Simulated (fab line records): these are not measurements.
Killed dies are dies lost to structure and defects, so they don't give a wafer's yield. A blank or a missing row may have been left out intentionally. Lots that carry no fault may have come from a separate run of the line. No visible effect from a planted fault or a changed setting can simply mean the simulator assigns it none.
fab line records + flow sky130
[record]
- lots = 14
- wafers = 42
- lastDay = 50
route steps=708 shown SD_P@331 SD_N@350 LOCAL_INTERCONNECT@397
lots that met no fault: from a run of the same line without faults
startH: start of the lot's first displayed wafer, in hours after the record's first day + waitH: hours from the lot's prior step to this one + " as in the row above + L1.1+2: a row that stands for several wafers + - no value, or no start given + * or withheld: withheld + < > ~ a bound
route shown NAME@n: NAME is a module with steps in the file, n the number in the route of the first one + usual: the fault-free wafers' mean and standard deviation + same: alike in all rows + chamber/n: place in a boat + sites: per-site readings + _std_site: how widely they spread, as a standard deviation + _edge_site: the outer-site mean with the inner-site mean subtracted + radiusMm: how far each site lies from the wafer's centre + mask NAME#n: copy n + behind: tool/chamber where the wafer was last shaped + hold: cause of the lot's hold/its duration in hours/its outcome + device: names the non-switching transistor (n, p or np) + end of line: the tests these same wafers got at the end of their route + where a step has no rows: the recipe by itself + killed: count of dies lost to structure and defects at first sort (not the wafer's yield) + map: a wafer's dies, x killed, . not, _ none there
set.NAME: the run value of the setting; set.NAME@STEP: its run value at that earlier step + model.NAME: the simulator's own value behind a step, which no gauge read
one table for each step of the route and one row for each wafer, over a sample of lots
services: from which hour (startH, from the record's first day; less than 0 if before it) a tool's chamber was out of use, for how many hours, and why
[[steps]]
[step SKY_SD_P_TW_MEAS_11]
[usual]
- SD_P_TW = 2820/21
| lot.wafer | tool         | chamber | startH | waitH | SD_P_TW |
|-----------|--------------|---------|--------|-------|---------|
| L721.1    | filmMetro-01 | -       | 597.75 | 0.1   | 2794    |
| L721.2    | "            | -       | "      | "     | 2803    |
| L721.5    | "            | -       | "      | "     | 2791    |
| L722.2    | filmMetro-02 | -       | 599.99 | 0.1   | 2816    |
| L722.3    | "            | -       | "      | "     | 2829    |
| L722.4    | "            | -       | "      | "     | 2820    |
| L723.1    | filmMetro-03 | -       | 619.58 | 0.1   | 2843    |
| L723.3    | "            | -       | "      | "     | 2836    |
| L723.5    | "            | -       | "      | "     | 2835    |
| L727.1    | filmMetro-02 | -       | 643.20 | 0.1   | 2822    |
| L727.2    | "            | -       | "      | "     | 2824    |
| L727.5    | "            | -       | "      | "     | 2826    |
| L728.1    | filmMetro-01 | -       | 657.10 | 0.1   | 2788    |
| L728.2    | "            | -       | "      | "     | 2779    |
| L728.6    | "            | -       | "      | "     | 2794    |
| L731.1    | filmMetro-02 | -       | 672.65 | 0.1   | 2821    |
| L731.4    | "            | -       | "      | "     | 2814    |
| L731.5    | "            | -       | "      | "     | 2813    |
| L732.3    | filmMetro-01 | -       | 681.67 | 0.1   | 2818    |
| L732.4    | "            | -       | "      | "     | 2808    |
| L732.5    | "            | -       | "      | "     | 2795    |
| L733.1    | filmMetro-01 | -       | 693.08 | 0.1   | 2811    |
| L733.2    | "            | -       | "      | "     | 2810    |
| L733.3    | "            | -       | "      | "     | 2817    |
| L736.1    | filmMetro-03 | -       | 724.28 | 0.1   | 2844    |
| L736.3    | "            | -       | "      | "     | 2846    |
| L736.6    | "            | -       | "      | "     | 2865    |
| L739.2    | filmMetro-02 | -       | 740.51 | 0.1   | 2832    |
| L739.4    | "            | -       | "      | "     | 2829    |
| L739.5    | "            | -       | "      | "     | 2834    |
| L738.2    | filmMetro-03 | -       | 740.81 | 0.1   | 2835    |
| L738.3    | "            | -       | "      | "     | 2852    |
| L738.4    | "            | -       | "      | "     | 2847    |
| L740.4    | filmMetro-01 | -       | 746.48 | 0.1   | 2804    |
| L740.5    | "            | -       | "      | "     | 2784    |
| L740.6    | "            | -       | "      | "     | 2784    |
| L742.1    | filmMetro-02 | -       | 764.23 | 0.1   | 2830    |
| L742.2    | "            | -       | "      | "     | 2851    |
| L742.4    | "            | -       | "      | "     | 2839    |
| L743.3    | filmMetro-01 | -       | 772.52 | 0.1   | 2789    |
| L743.4    | "            | -       | "      | "     | 2794    |
| L743.5    | "            | -       | "      | "     | 2780    |
[step SKY_SD_N_OVL_MEAS_08]
[usual]
- SD_N_OVL = -0.1/1.5
| lot.wafer | tool       | chamber | startH | waitH | SD_N_OVL[nm] |
|-----------|------------|---------|--------|-------|--------------|
| L721.1    | overlay-02 | -       | 656.22 | 0.1   | -3.4         |
| L721.2    | "          | -       | "      | "     | -1.7         |
| L721.5    | "          | -       | "      | "     | -0.8         |
| L722.2    | overlay-02 | -       | 657.72 | 0.1   | 1.1          |
| L722.3    | "          | -       | "      | "     | 1.1          |
| L722.4    | "          | -       | "      | "     | 1.1          |
| L723.1    | overlay-02 | -       | 675.95 | 0.1   | 1.8          |
| L723.3    | "          | -       | "      | "     | 2.9          |
| L723.5    | "          | -       | "      | "     | 0.9          |
| L727.1    | overlay-01 | -       | 700.17 | 0.1   | -0.4         |
| L727.2    | "          | -       | "      | "     | -1.2         |
| L727.5    | "          | -       | "      | "     | -0.6         |
| L728.1    | overlay-01 | -       | 713.40 | 0.1   | 0.0          |
| L728.2    | "          | -       | "      | "     | 0.0          |
| L728.6    | "          | -       | "      | "     | -0.5         |
| L731.1    | overlay-02 | -       | 728.47 | 0.1   | 1.8          |
| L731.4    | "          | -       | "      | "     | 1.6          |
| L731.5    | "          | -       | "      | "     | 1.7          |
| L732.3    | overlay-02 | -       | 736.63 | 0.1   | 1.7          |
| L732.4    | "          | -       | "      | "     | 0.4          |
| L732.5    | "          | -       | "      | "     | 0.6          |
| L733.1    | overlay-02 | -       | 747.00 | 0.1   | 0.2          |
| L733.2    | "          | -       | "      | "     | 1.3          |
| L733.3    | "          | -       | "      | "     | 0.7          |
| L736.1    | overlay-02 | -       | 778.02 | 0.1   | -0.5         |
| L736.3    | "          | -       | "      | "     | -0.6         |
| L736.6    | "          | -       | "      | "     | -2.2         |
| L739.2    | overlay-01 | -       | 794.40 | 0.1   | 0.4          |
| L739.4    | "          | -       | "      | "     | -2.0         |
| L739.5    | "          | -       | "      | "     | -2.5         |
| L738.2    | overlay-01 | -       | 795.42 | 0.1   | 3.6          |
| L738.3    | "          | -       | "      | "     | 3.2          |
| L738.4    | "          | -       | "      | "     | 2.4          |
| L740.4    | overlay-02 | -       | 800.09 | 0.1   | -1.8         |
| L740.5    | "          | -       | "      | "     | -1.9         |
| L740.6    | "          | -       | "      | "     | -1.8         |
| L742.1    | overlay-01 | -       | 816.80 | 0.1   | -1.8         |
| L742.2    | "          | -       | "      | "     | -1.4         |
| L742.4    | "          | -       | "      | "     | -1.8         |
| L743.3    | overlay-01 | -       | 824.73 | 0.1   | -0.1         |
| L743.4    | "          | -       | "      | "     | -1.4         |
| L743.5    | "          | -       | "      | "     | -3.2         |
[step SKY_LOCAL_INTERCONNECT_DEVELOP_10]
[recipe]
- developTimeS = 60
- resist = KrF-thick
- devTempC = 21
[usual]
- developerTempC = 21.03/0.099
- exhaustPa = 44.9/0.86
| lot.wafer | tool          | chamber | startH | waitH | developerTempC | exhaustPa |
|-----------|---------------|---------|--------|-------|----------------|-----------|
| L721.1    | lithoTrack-04 | 0       | 715    | -     | 21.17          | 46.1      |
| L721.2    | "             | 0       | "      | "     | 21.03          | 46.6      |
| L721.5    | "             | 0       | "      | "     | 21.10          | 45.2      |
| L722.2    | lithoTrack-03 | 0       | 716    | -     | 20.85          | 43.7      |
| L722.3    | "             | 0       | "      | "     | 20.98          | 45.3      |
| L722.4    | "             | 0       | "      | "     | 20.95          | 43.6      |
| L723.1    | lithoTrack-04 | 0       | 734    | -     | 21.13          | 44.9      |
| L723.3    | "             | 0       | "      | "     | 21.11          | 45.1      |
| L723.5    | "             | 0       | "      | "     | 21.05          | 45.0      |
| L727.1    | lithoTrack-04 | 0       | 758    | -     | 20.19          | 46.0      |
| L727.2    | "             | 0       | "      | "     | 20.23          | 44.2      |
| L727.5    | "             | 0       | "      | "     | 20.32          | 46.1      |
| L728.1    | lithoTrack-02 | 0       | 770    | -     | 21.06          | 46.1      |
| L728.2    | "             | 0       | "      | "     | 21.18          | 46.0      |
| L728.6    | "             | 0       | "      | "     | 20.91          | 44.8      |
| L731.1    | lithoTrack-04 | 0       | 785    | -     | 20.27          | 44.3      |
| L731.4    | "             | 0       | "      | "     | 20.24          | 45.6      |
| L731.5    | "             | 0       | "      | "     | 20.18          | 46.7      |
| L732.3    | lithoTrack-04 | 0       | 794    | -     | 20.17          | 45.7      |
| L732.4    | "             | 0       | "      | "     | 20.10          | 45.4      |
| L732.5    | "             | 0       | "      | "     | 20.25          | 45.9      |
| L733.1    | lithoTrack-03 | 0       | 803    | -     | 20.94          | 44.8      |
| L733.2    | "             | 0       | "      | "     | 21.09          | 44.3      |
| L733.3    | "             | 0       | "      | "     | 21.06          | 43.7      |
| L736.1    | lithoTrack-02 | 0       | 831    | -     | 21.00          | 45.0      |
| L736.3    | "             | 0       | "      | "     | 21.01          | 45.7      |
| L736.6    | "             | 0       | "      | "     | 20.96          | 44.5      |
| L739.2    | lithoTrack-02 | 0       | 849    | -     | 21.02          | 45.0      |
| L739.4    | "             | 0       | "      | "     | 20.98          | 43.8      |
| L739.5    | "             | 0       | "      | "     | 21.21          | 43.8      |
| L738.2    | lithoTrack-04 | 0       | 851    | -     | 21.10          | 44.7      |
| L738.3    | "             | 0       | "      | "     | 21.03          | 45.7      |
| L738.4    | "             | 0       | "      | "     | 21.00          | 43.7      |
| L740.4    | lithoTrack-04 | 0       | 854    | -     | 20.78          | 43.8      |
| L740.5    | "             | 0       | "      | "     | 21.00          | 45.2      |
| L740.6    | "             | 0       | "      | "     | 20.98          | 44.4      |
| L742.1    | lithoTrack-04 | 0       | 871    | -     | 20.79          | 44.8      |
| L742.2    | "             | 0       | "      | "     | 20.99          | 46.3      |
| L742.4    | "             | 0       | "      | "     | 21.06          | 45.2      |
| L743.3    | lithoTrack-04 | 0       | 880    | -     | 21.02          | 44.6      |
| L743.4    | "             | 0       | "      | "     | 21.05          | 44.6      |
| L743.5    | "             | 0       | "      | "     | 20.96          | 44.6      |
[step SKY_LOCAL_INTERCONNECT_OVL_MEAS_12]
[usual]
- LOCAL_INTERCONNECT_OVL = 3/5
| lot.wafer | tool       | chamber | startH | waitH | LOCAL_INTERCONNECT_OVL[nm] |
|-----------|------------|---------|--------|-------|----------------------------|
| L721.1    | overlay-01 | -       | 716.02 | 0.1   | 0                          |
| L721.2    | "          | -       | "      | "     | 4                          |
| L721.5    | "          | -       | "      | "     | -5                         |
| L722.2    | overlay-02 | -       | 717.00 | 0.1   | 4                          |
| L722.3    | "          | -       | "      | "     | 10                         |
| L722.4    | "          | -       | "      | "     | 3                          |
| L723.1    | overlay-01 | -       | 734.72 | 0.1   | 2                          |
| L723.3    | "          | -       | "      | "     | 5                          |
| L723.5    | "          | -       | "      | "     | -4                         |
| L727.1    | overlay-01 | -       | 758.87 | 0.1   | 5                          |
| L727.2    | "          | -       | "      | "     | 2                          |
| L727.5    | "          | -       | "      | "     | 11                         |
| L728.1    | overlay-01 | -       | 770.62 | 0.1   | -2                         |
| L728.2    | "          | -       | "      | "     | -3                         |
| L728.6    | "          | -       | "      | "     | 4                          |
| L731.1    | overlay-02 | -       | 785.52 | 0.1   | -5                         |
| L731.4    | "          | -       | "      | "     | 1                          |
| L731.5    | "          | -       | "      | "     | -2                         |
| L732.3    | overlay-02 | -       | 794.53 | 0.1   | 7                          |
| L732.4    | "          | -       | "      | "     | -2                         |
| L732.5    | "          | -       | "      | "     | 6                          |
| L733.1    | overlay-02 | -       | 803.64 | 0.1   | 4                          |
| L733.2    | "          | -       | "      | "     | 7                          |
| L733.3    | "          | -       | "      | "     | 11                         |
| L736.1    | overlay-02 | -       | 831.97 | 0.1   | 6                          |
| L736.3    | "          | -       | "      | "     | 7                          |
| L736.6    | "          | -       | "      | "     | 9                          |
| L739.2    | overlay-02 | -       | 850.12 | 0.1   | 9                          |
| L739.4    | "          | -       | "      | "     | 5                          |
| L739.5    | "          | -       | "      | "     | 5                          |
| L738.2    | overlay-02 | -       | 851.42 | 0.1   | -1                         |
| L738.3    | "          | -       | "      | "     | 4                          |
| L738.4    | "          | -       | "      | "     | 0                          |
| L740.4    | overlay-02 | -       | 854.28 | 0.1   | -4                         |
| L740.5    | "          | -       | "      | "     | 6                          |
| L740.6    | "          | -       | "      | "     | -11                        |
| L742.1    | overlay-02 | -       | 874.38 | 2.5   | 2                          |
| L742.2    | "          | -       | "      | "     | 3                          |
| L742.4    | "          | -       | "      | "     | 1                          |
| L743.3    | overlay-02 | -       | 880.28 | 0.1   | 4                          |
| L743.4    | "          | -       | "      | "     | 5                          |
| L743.5    | "          | -       | "      | "     | 6                          |
[[services]]
| tool          | chamber | startH | hours | kind                     |
|---------------|---------|--------|-------|--------------------------|
| lithoTrack-04 | -       | 694.43 | -     | consumableReplace:filter |
[[key]]
[firstSign]
- step = SKY_LOCAL_INTERCONNECT_DEVELOP_10
- reading = developerTempC
- direction = down
- sigmas = 8.2
- usual = *
- struck = *
effect none on later readings
metAt SKY_LOCAL_INTERCONNECT_DEVELOP_10
struckLots L727,L731,L732
testerLeftOut L727,L731,L732
[loopTrim]
- step = SKY_LOCAL_INTERCONNECT_EXPOSE_08
- setting = dose
- lots = L731
notActingAt SKY_SD_P_TW_MEAS_11,SKY_SD_N_OVL_MEAS_08,SKY_LOCAL_INTERCONNECT_OVL_MEAS_12
onsetBetween 734 758
[fault]
- kind = processParameterDrift
- tool = lithoTrack-04
- chamber = -
- onsetH = 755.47
- steps = SKY_LOCAL_INTERCONNECT_DEVELOP_10
- channel = devTempC
- offset = *
- shape = step
- endH = 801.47
- actsIn = *
- stated = *
// testerLeftOut: of these lots the tester's yield and bins aren't shown, on N5 and GAA mostly nor the transistor test; their killed dies are dies lost to structure and defects alone, not to doping, threshold or leakage, so they don't give the yield
// loopTrim: a control loop set the setting to another value than it would have without faults
